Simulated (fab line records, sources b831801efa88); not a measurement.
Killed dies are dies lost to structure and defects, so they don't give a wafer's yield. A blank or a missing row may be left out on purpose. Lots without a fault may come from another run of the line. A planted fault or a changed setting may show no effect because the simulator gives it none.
Chamber matching | flow gf180mcu | GF_STI_ETCH_14 on rie_si-01: 4 sister chambers
The step etches Si in HBr/Cl2/O2, target depth 360 nm, time 102.9 s. 14 wafers are shown with their chamber, then 7 later ones without.

WAFERS WITH THEIR CHAMBER
wafer  | chamber | drypump_motor_current_A (A) | oes_product_au (a.u.) | throttle_valve_pct (%)
L740.1 | 3       | 5.74                        | 0.998                 | 25.666
L740.2 | 0       | 5.80                        | 1.007                 | 25.662
L740.3 | 1       | 5.66                        | 1.014                 | 25.647
L743.2 | 1       | 5.67                        | 1.026                 | 25.658
L743.3 | 2       | 5.60                        | 0.996                 | 25.663
L743.5 | 2       | 5.57                        | 0.993                 | 25.668
L745.2 | 2       | 5.60                        | 0.996                 | 25.652
L745.3 | 3       | 5.73                        | 0.993                 | 25.661
L745.4 | 1       | 5.63                        | 1.008                 | 25.649
L746.2 | 2       | 5.58                        | 0.993                 | 25.675
L746.5 | 2       | 5.61                        | 0.999                 | 25.658
L746.6 | 1       | 5.67                        | 1.008                 | 25.649
L753.1 | 3       | 5.74                        | 1.004                 | 25.654
L753.2 | 0       | 5.81                        | 0.993                 | 25.659

SIGNATURES (means of the wafers above)
reading                 | chamber 0 | chamber 1 | chamber 2 | chamber 3 | scatter within a chamber
drypump_motor_current_A | 5.8050    | 5.6575    | 5.5920    | 5.7367    | 0.0151
oes_product_au          | 1.00000   | 1.01400   | 0.99540   | 0.99833   | 0.00632
throttle_valve_pct      | 25.66050  | 25.65075  | 25.66320  | 25.66033  | 0.00682
Rule: a wafer's distance from a chamber is the root of the sum, over the readings, of the square of ((its reading less the chamber's mean) divided by the reading's scatter). The wafer belongs to the nearest chamber; if the next one is less than 2 further off, it can't be placed. The scatter: the root of (the sum of the squares of (reading less its chamber's mean) over the shown wafers, divided by (wafers less chambers)).

WAFERS WITHOUT THEIR CHAMBER
wafer  | drypump_motor_current_A (A) | oes_product_au (a.u.) | throttle_valve_pct (%)
L753.6 | 5.59                        | 1.008                 | 25.646
L754.2 | 5.75                        | 0.991                 | 25.666
L754.4 | 5.79                        | 1.011                 | 25.653
L754.5 | 5.56                        | 0.998                 | 25.669
L763.2 | 5.61                        | 1.006                 | 25.657
L763.3 | 5.81                        | 1.003                 | 25.659
L763.5 | 5.82                        | 1.002                 | 25.654

WHICH CHAMBER EACH WENT THROUGH
wafer  | from the rows above     | in truth
L753.6 | can't be placed: 2 or 1 | 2
L754.2 | 3                       | 3
L754.4 | can't be placed: 0 or 3 | 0
L754.5 | 2                       | 2
L763.2 | can't be placed: 2 or 1 | 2
L763.3 | 0                       | 0
L763.5 | 0                       | 0
Placed correctly: 4 of 7. Can't be placed from these rows: 3 (the true chamber is among the candidates in 3). Placed wrongly: 0.
